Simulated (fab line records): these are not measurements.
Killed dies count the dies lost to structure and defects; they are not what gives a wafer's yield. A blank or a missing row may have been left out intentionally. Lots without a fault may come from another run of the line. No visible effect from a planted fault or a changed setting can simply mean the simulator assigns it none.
Split-lot study + flow sky130 + on a route of 708 steps: 5 lots, 23 wafers read

SPLIT DETAILS
At SKY_POLY_CUT_COAT_03 (resist thk 450 nm), the setting spin rpm was moved away from the recipe's 3000 rpm on 9 of the 23 wafers read, by -7.1% to +6.4%. This setting was run at the recipe's value on the other wafers.

The reading comes from the split's own step.

THE READING
KrF-thick_of_POLY_CUT_COAT_03.thk nm (the simulator's own value, which no gauge read), in nm, at SKY_POLY_CUT_COAT_03 (resist thk 450 nm). There is no usual value for it anywhere in the file. The 14 wafers here that ran the recipe average 451.0 nm, standard deviation 1 nm.

| wafer  | tool, chamber at the split | spin rpm as run, rpm | against the recipe | KrF-thick_of_POLY_CUT_COAT_03.thk nm, nm | against lot-mates on the recipe |
|--------|----------------------------|----------------------|--------------------|------------------------------------------|---------------------------------|
| L076.1 | litho track-01, 0          | 3000                 | recipe             | 453                                      | -                               |
| L076.2 | litho track-01, 0          | 3000                 | recipe             | 452.8                                    | -                               |
| L076.3 | litho track-01, 0          | 3000                 | recipe             | 451.6                                    | -                               |
| L076.4 | litho track-01, 0          | 3192                 | +6.4%              | 438                                      | -14.5                           |
| L076.5 | litho track-01, 0          | 3192                 | +6.4%              | 439.6                                    | -12.9                           |
| L078.2 | litho track-04, 0          | 3000                 | recipe             | 451.2                                    | -                               |
| L078.5 | litho track-04, 0          | 3000                 | recipe             | 450.3                                    | -                               |
| L078.6 | litho track-04, 0          | 3000                 | recipe             | 450.9                                    | -                               |
| L079.2 | litho track-01, 0          | 3000                 | recipe             | 450.5                                    | -                               |
| L079.3 | litho track-01, 0          | 2921                 | -2.6%              | 456.4                                    | +6.6                            |
| L079.4 | litho track-01, 0          | 2921                 | -2.6%              | 456.4                                    | +6.6                            |
| L079.5 | litho track-01, 0          | 3000                 | recipe             | 449                                      | -                               |
| L079.6 | litho track-01, 0          | 3000                 | recipe             | 450                                      | -                               |
| L080.1 | litho track-02, 0          | 3000                 | recipe             | 450.6                                    | -                               |
| L080.2 | litho track-02, 0          | 2788                 | -7.1%              | 468.9                                    | +18.3                           |
| L080.3 | litho track-02, 0          | 2788                 | -7.1%              | 467.5                                    | +16.9                           |
| L080.4 | litho track-02, 0          | 3000                 | recipe             | 450.8                                    | -                               |
| L080.5 | litho track-02, 0          | 3000                 | recipe             | 450.4                                    | -                               |
| L085.1 | litho track-04, 0          | 2905                 | -3.2%              | 458.7                                    | +7.1                            |
| L085.2 | litho track-04, 0          | 2905                 | -3.2%              | 459.1                                    | +7.5                            |
| L085.3 | litho track-04, 0          | 3000                 | recipe             | 451.8                                    | -                               |
| L085.5 | litho track-04, 0          | 3000                 | recipe             | 451.4                                    | -                               |
| L085.6 | litho track-04, 0          | 2905                 | -3.2%              | 457.5                                    | +5.9                            |

FIT RESULTS
A straight line over all 23 wafers: KrF-thick_of_POLY_CUT_COAT_03.thk nm changes by -2.18 nm for each +1% of spin rpm; r = -0.99; the points scatter about the line by 1.2 nm.
The same after taking each lot's own level away (the mean of its wafers on the recipe; 23 wafers): -2.3 nm for each +1%; r = -0.99; scatter 0.78 nm.
On that fit, the largest move of spin rpm shifts the reading by 16 nm.
Across the lots, their own levels run from 449.83 to 452.47 nm, a range of 2.6 times the standard deviation given above.
Hence the lot-to-lot level has little effect on the slope; both slopes agree.
Check: for one of the wafers moved furthest among these (-7.1%), held out of the fit, the line's prediction against its lot-mates is +15.9 nm. Against them it came out at +18.3 nm.

ADDITIONAL SPLITS CARRIED BY THESE WAFERS
Note: prior to the reading, these wafers also went through further splits. Each is held against what the fit with the lots' levels taken away leaves over:
| other split on the same wafers    | wafers away from the commonest value | r with KrF-thick_of_POLY_CUT_COAT_03.thk nm (lot level and that fit taken away) |
|-----------------------------------|--------------------------------------|---------------------------------------------------------------------------------|
| SKY_POLY_GATE_ETCH_16 bias w      | 9                                    | -0.16                                                                           |
| SKY_LDD_P_SOFTBAKE_03 temp c      | 10                                   | -0.41                                                                           |
| SKY_LDD_P_DEVELOP_06 dev temp c   | 7                                    | +0.12                                                                           |
| SKY_LDD_HVN_IMPLANT_08 energy kev | 5                                    | -0.05                                                                           |
| SKY_LDD_HVP_IMPLANT_08 dose cm2   | 4                                    | -0.08                                                                           |

THE WHOLE CHAIN: every reading that the file lists as answering this split, in the file's order
| step                  | what it does      | reading                                                                               | change (the file's fit)              | r (the file's) |
|-----------------------|-------------------|---------------------------------------------------------------------------------------|--------------------------------------|----------------|
| SKY_POLY_CUT_COAT_03  | resist thk 450 nm | KrF-thick_of_POLY_CUT_COAT_03.thk nm (the simulator's own value, which no gauge read) | -2.33 nm for each +1% of the setting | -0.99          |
| SKY_POLY_CUT_STRIP_12 | strips in O2/N2   | strip time to endpoint s                                                              | withheld for each +1% of the setting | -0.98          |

FILE'S OWN FIT
KrF-thick_of_POLY_CUT_COAT_03.thk nm changes by -2.33 nm for each +1% of spin rpm, r = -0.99.
